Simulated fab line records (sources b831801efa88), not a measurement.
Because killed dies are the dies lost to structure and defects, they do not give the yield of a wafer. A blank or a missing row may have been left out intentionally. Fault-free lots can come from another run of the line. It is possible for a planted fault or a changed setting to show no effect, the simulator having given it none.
fab line records -- flow gf180mcu
record: lots: 13, wafers: 39, lastDay: 34
route steps=602 shown DNWELL@41 NWELL@49 VT_IMPLANT@127
lots that met no fault: from a run of the same line without faults
startH: start of the lot's first displayed wafer, in hours after the record's first day -- waitH: hours elapsed since this lot's preceding step -- " the same as in the row above -- L1.1+2: a row that stands for several wafers -- - no value, or no start was given -- * or withheld: withheld -- < > ~ a bound
route shown NAME@n: NAME is a module with steps in the file, n the number in the route of the first one -- usual: mean and standard deviation over wafers with no fault -- same: alike in all rows -- chamber/n: place in a boat -- sites: the reading at each site -- _std_site: standard deviation across them -- _edge_site: mean of outer sites minus mean of inner sites -- radiusMm: how far each site lies from the wafer's centre -- mask NAME#n: copy n -- behind: the most recent tool/chamber to have shaped the wafer -- hold: cause of the lot's hold/its duration in hours/its outcome -- device: transistor that didn't switch, given as n, p or np -- end of line: the tests these same wafers got at the end of their route -- step lacking rows: just its recipe -- killed: at the first sort, the dies lost to defects and structure; wafer yield is something else -- map: a wafer's dies, x killed, . not, _ none there
set.NAME: the setting that was run; set.NAME@STEP: the one run at that earlier step -- model.NAME: the simulator's own value behind a step, which no gauge read
one table for each step of the route and one row for each wafer, over a sample of lots
services: the hour from which a tool's chamber was out of use, counted from the record's first day as startH (under 0 if before that day), plus the number of hours and why
== steps ==
step: GF_DNWELL_TW_MEAS_09
usual: DNWELL_TW: 1358/10
lot.wafer,tool,chamber,startH,waitH,DNWELL_TW
L644.1,filmMetro-01,-,42.91,0.1,1368
L644.5,filmMetro-01,-,42.91,0.1,1363
L644.6,filmMetro-01,-,42.91,0.1,1368
L645.2,filmMetro-01,-,47.01,0.1,1364
L645.4,filmMetro-01,-,47.01,0.1,1364
L645.6,filmMetro-01,-,47.01,0.1,1365
L648.2,filmMetro-02,-,63.31,0.1,1355
L648.3,filmMetro-02,-,63.31,0.1,1359
L648.5,filmMetro-02,-,63.31,0.1,1357
L649.3,filmMetro-02,-,68.48,0.1,1357
L649.4,filmMetro-02,-,68.48,0.1,1362
L649.6,filmMetro-02,-,68.48,0.1,1356
L651.2,filmMetro-01,-,81.45,0.1,1347
L651.4,filmMetro-01,-,81.45,0.1,1354
L651.5,filmMetro-01,-,81.45,0.1,1355
L652.4,filmMetro-01,-,83.87,0.1,1364
L652.5,filmMetro-01,-,83.87,0.1,1357
L652.6,filmMetro-01,-,83.87,0.1,1365
L653.4,filmMetro-01,-,89.24,0.1,1359
L653.5,filmMetro-01,-,89.24,0.1,1360
L653.6,filmMetro-01,-,89.24,0.1,1356
L655.1,filmMetro-02,-,108.74,0.1,1354
L655.3,filmMetro-02,-,108.74,0.1,1354
L655.5,filmMetro-02,-,108.74,0.1,1356
L659.1,filmMetro-02,-,127.06,0.1,1343
L659.2,filmMetro-02,-,127.06,0.1,1344
L659.3,filmMetro-02,-,127.06,0.1,1335
L660.1,filmMetro-02,-,131.84,0.1,1337
L660.4,filmMetro-02,-,131.84,0.1,1337
L660.6,filmMetro-02,-,131.84,0.1,1341
L663.3,filmMetro-01,-,144.38,0.1,1367
L663.4,filmMetro-01,-,144.38,0.1,1367
L663.6,filmMetro-01,-,144.38,0.1,1356
L665.2,filmMetro-03,-,154.30,0.1,1364
L665.5,filmMetro-03,-,154.30,0.1,1364
L665.6,filmMetro-03,-,154.30,0.1,1365
L667.3,filmMetro-02,-,164.96,0.1,1352
L667.4,filmMetro-02,-,164.96,0.1,1348
L667.5,filmMetro-02,-,164.96,0.1,1356
step: GF_NWELL_OVL_MEAS_07
usual: NWELL_OVL: -0.9/1.3
lot.wafer,tool,chamber,startH,waitH,NWELL_OVL[nm]
L644.1,overlay-01,-,54.54,-,-2.4
L644.5,overlay-01,-,54.54,-,-1.7
L644.6,overlay-01,-,54.54,-,-1.4
L645.2,overlay-01,-,59.45,-,-1.5
L645.4,overlay-01,-,59.45,-,-1.9
L645.6,overlay-01,-,59.45,-,-0.8
L648.2,overlay-02,-,76.45,-,-1.5
L648.3,overlay-02,-,76.45,-,-2.1
L648.5,overlay-02,-,76.45,-,-2.4
L649.3,overlay-02,-,81.90,-,-1.0
L649.4,overlay-02,-,81.90,-,-1.4
L649.6,overlay-02,-,81.90,-,-1.2
L651.2,overlay-01,-,94.70,-,-0.6
L651.4,overlay-01,-,94.70,-,-0.1
L651.5,overlay-01,-,94.70,-,-0.1
L652.4,overlay-01,-,96.61,-,0.6
L652.5,overlay-01,-,96.61,-,-0.4
L652.6,overlay-01,-,96.61,-,0.8
L653.4,overlay-01,-,102.26,-,-1.8
L653.5,overlay-01,-,102.26,-,-3.4
L653.6,overlay-01,-,102.26,-,-1.4
L655.1,overlay-02,-,123.26,-,-0.3
L655.3,overlay-02,-,123.26,-,0.1
L655.5,overlay-02,-,123.26,-,0.0
L659.1,overlay-02,-,142.26,-,1.2
L659.2,overlay-02,-,142.26,-,-0.2
L659.3,overlay-02,-,142.26,-,-0.1
L660.1,overlay-02,-,147.59,-,1.0
L660.4,overlay-02,-,147.59,-,-0.3
L660.6,overlay-02,-,147.59,-,-0.8
L663.3,overlay-02,-,159.81,-,-2.6
L663.4,overlay-02,-,159.81,-,-1.5
L663.6,overlay-02,-,159.81,-,-1.2
L665.2,overlay-01,-,169.81,-,0.7
L665.5,overlay-01,-,169.81,-,1.2
L665.6,overlay-01,-,169.81,-,-0.3
L667.3,overlay-02,-,180.90,-,0.1
L667.4,overlay-02,-,180.90,-,-0.6
L667.5,overlay-02,-,180.90,-,-0.8
step: GF_VT_IMPLANT_EXPOSE_37
recipe: maskId: Nwell_HV_AREA, targetCdNm: 860, na: 0.6, sourceShape: conventional, sigmaOuter: 0.6, doseMj: 140
lot.wafer,tool,chamber,startH,waitH,mask
L644.1+5+6,ilineStepper-02,0,148.19,-,Nwell_HV_AREA#0
L645.2+4+6,ilineStepper-02,0,151.76,-,Nwell_HV_AREA#0
L648.2+3+5,ilineStepper-02,0,174.66,-,Nwell_HV_AREA#0
L649.3+4+6,ilineStepper-01,0,180.70,-,Nwell_HV_AREA#0
L651.2+4+5,ilineStepper-02,0,199.44,-,Nwell_HV_AREA#0
L652.4+5+6,ilineStepper-02,0,199.97,-,Nwell_HV_AREA#0
L653.4+5+6,ilineStepper-01,0,207.56,-,Nwell_HV_AREA#0
L655.1+3+5,ilineStepper-01,0,231.33,-,LVPWELL_HV_AREA#0
L659.1+2+3,ilineStepper-02,0,254.13,-,Nwell_HV_AREA#0
L660.1+4+6,ilineStepper-01,0,259.47,-,Nwell_HV_AREA#0
L663.3+4+6,ilineStepper-01,0,274.95,-,Nwell_HV_AREA#0
L665.2+5+6,ilineStepper-01,0,285.33,-,Nwell_HV_AREA#0
L667.3+4+5,ilineStepper-01,0,300.70,-,Nwell_HV_AREA#0
step: GF_VT_IMPLANT_OVL_MEAS_40
usual: VT_IMPLANT_03_OVL: 0.7/1.3
lot.wafer,tool,chamber,startH,waitH,VT_IMPLANT_03_OVL[nm]
L644.1,overlay-02,-,156.94,0.1,3.3
L644.5,overlay-02,-,156.94,0.1,2.2
L644.6,overlay-02,-,156.94,0.1,2.1
L645.2,overlay-02,-,159.30,0.1,2.3
L645.4,overlay-02,-,159.30,0.1,2.2
L645.6,overlay-02,-,159.30,0.1,1.6
L648.2,overlay-01,-,182.41,0.1,-0.6
L648.3,overlay-01,-,182.41,0.1,0.8
L648.5,overlay-01,-,182.41,0.1,-1.7
L649.3,overlay-02,-,189.50,0.1,0.8
L649.4,overlay-02,-,189.50,0.1,0.1
L649.6,overlay-02,-,189.50,0.1,-1.7
L651.2,overlay-01,-,208.00,0.1,2.1
L651.4,overlay-01,-,208.00,0.1,1.2
L651.5,overlay-01,-,208.00,0.1,1.6
L652.4,overlay-02,-,208.83,0.1,1.9
L652.5,overlay-02,-,208.83,0.1,1.8
L652.6,overlay-02,-,208.83,0.1,0.5
L653.4,overlay-01,-,216.01,0.1,-0.4
L653.5,overlay-01,-,216.01,0.1,-1.0
L653.6,overlay-01,-,216.01,0.1,0.8
L655.1,overlay-01,-,239.19,0.1,-
L655.3,overlay-01,-,239.19,0.1,-
L655.5,overlay-01,-,239.19,0.1,-
L659.1,overlay-02,-,263.59,0.1,-0.7
L659.2,overlay-02,-,263.59,0.1,-0.7
L659.3,overlay-02,-,263.59,0.1,0.3
L660.1,overlay-01,-,268.79,0.1,3.5
L660.4,overlay-01,-,268.79,0.1,1.4
L660.6,overlay-01,-,268.79,0.1,0.8
L663.3,overlay-02,-,284.25,0.1,0.4
L663.4,overlay-02,-,284.25,0.1,0.3
L663.6,overlay-02,-,284.25,0.1,0.0
L665.2,overlay-02,-,295.31,0.1,1.1
L665.5,overlay-02,-,295.31,0.1,-1.5
L665.6,overlay-02,-,295.31,0.1,0.5
L667.3,overlay-02,-,311.40,0.1,0.5
L667.4,overlay-02,-,311.40,0.1,1.4
L667.5,overlay-02,-,311.40,0.1,1.5
step: GF_VT_IMPLANT_TW_MEAS_43
usual: VT_IMPLANT_4_TW: 685/7.3
lot.wafer,tool,chamber,startH,waitH,VT_IMPLANT_4_TW
L644.1,filmMetro-02,-,157.23,0.1,694
L644.5,filmMetro-02,-,157.23,0.1,692
L644.6,filmMetro-02,-,157.23,0.1,691
L645.2,filmMetro-01,-,159.59,0.1,693
L645.4,filmMetro-01,-,159.59,0.1,697
L645.6,filmMetro-01,-,159.59,0.1,689
L648.2,filmMetro-01,-,182.70,0.1,696
L648.3,filmMetro-01,-,182.70,0.1,689
L648.5,filmMetro-01,-,182.70,0.1,697
L649.3,filmMetro-01,-,189.80,0.1,697
L649.4,filmMetro-01,-,189.80,0.1,693
L649.6,filmMetro-01,-,189.80,0.1,696
L651.2,filmMetro-02,-,208.29,0.1,686
L651.4,filmMetro-02,-,208.29,0.1,684
L651.5,filmMetro-02,-,208.29,0.1,683
L652.4,filmMetro-02,-,209.12,0.1,686
L652.5,filmMetro-02,-,209.12,0.1,682
L652.6,filmMetro-02,-,209.12,0.1,685
L653.4,filmMetro-01,-,216.31,0.1,697
L653.5,filmMetro-01,-,216.31,0.1,696
L653.6,filmMetro-01,-,216.31,0.1,696
L655.1,filmMetro-02,-,239.48,0.1,30
L655.3,filmMetro-02,-,239.48,0.1,30
L655.5,filmMetro-02,-,239.48,0.1,30
L659.1,filmMetro-04,-,263.88,0.1,681
L659.2,filmMetro-04,-,263.88,0.1,677
L659.3,filmMetro-04,-,263.88,0.1,678
L660.1,filmMetro-02,-,269.08,0.1,684
L660.4,filmMetro-02,-,269.08,0.1,689
L660.6,filmMetro-02,-,269.08,0.1,687
L663.3,filmMetro-02,-,284.60,0.1,683
L663.4,filmMetro-02,-,284.60,0.1,687
L663.6,filmMetro-02,-,284.60,0.1,683
L665.2,filmMetro-01,-,295.60,0.1,683
L665.5,filmMetro-01,-,295.60,0.1,685
L665.6,filmMetro-01,-,295.60,0.1,680
L667.3,filmMetro-01,-,311.70,0.1,683
L667.4,filmMetro-01,-,311.70,0.1,682
L667.5,filmMetro-01,-,311.70,0.1,684
== services ==
tool,chamber,startH,hours,kind
ilineStepper-02,-,130.08,4.4,pm
ilineStepper-02,-,143.00,2.1,pm
ilineStepper-02,-,145.08,-,consumableReplace:lamp
ilineStepper-01,-,174.87,1.7,pm
ilineStepper-02,-,201.94,10.5,repair
ilineStepper-01,-,203.73,2.3,repair
ilineStepper-02,-,266.53,3.4,repair
ilineStepper-02,-,290.51,26.9,repair
== key ==
firstSign: step: GF_VT_IMPLANT_EXPOSE_37, reading: mask, direction: changed
effect: step: GF_VT_IMPLANT_OVL_MEAS_40, reading: VT_IMPLANT_03_OVL, direction: missing
effect: step: GF_VT_IMPLANT_TW_MEAS_43, reading: VT_IMPLANT_4_TW, direction: down, sigmas: 90, usual: 685, struck: 30
metAt GF_VT_IMPLANT_EXPOSE_37
struckLots L655
rowsEnd L655.1,L655.3,L655.5
notActingAt GF_DNWELL_TW_MEAS_09,GF_NWELL_OVL_MEAS_07
onsetBetween 207.56 231.33
fault: kind: wrongMask, tool: any, chamber: -, onsetH: 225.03, steps: GF_VT_IMPLANT_EXPOSE_37, auxCopy: LVPWELL_HV_AREA#0, scope: struckLotsOnly
rowsEnd: these wafers met a further fault down the route, and their rows from its step on are left out
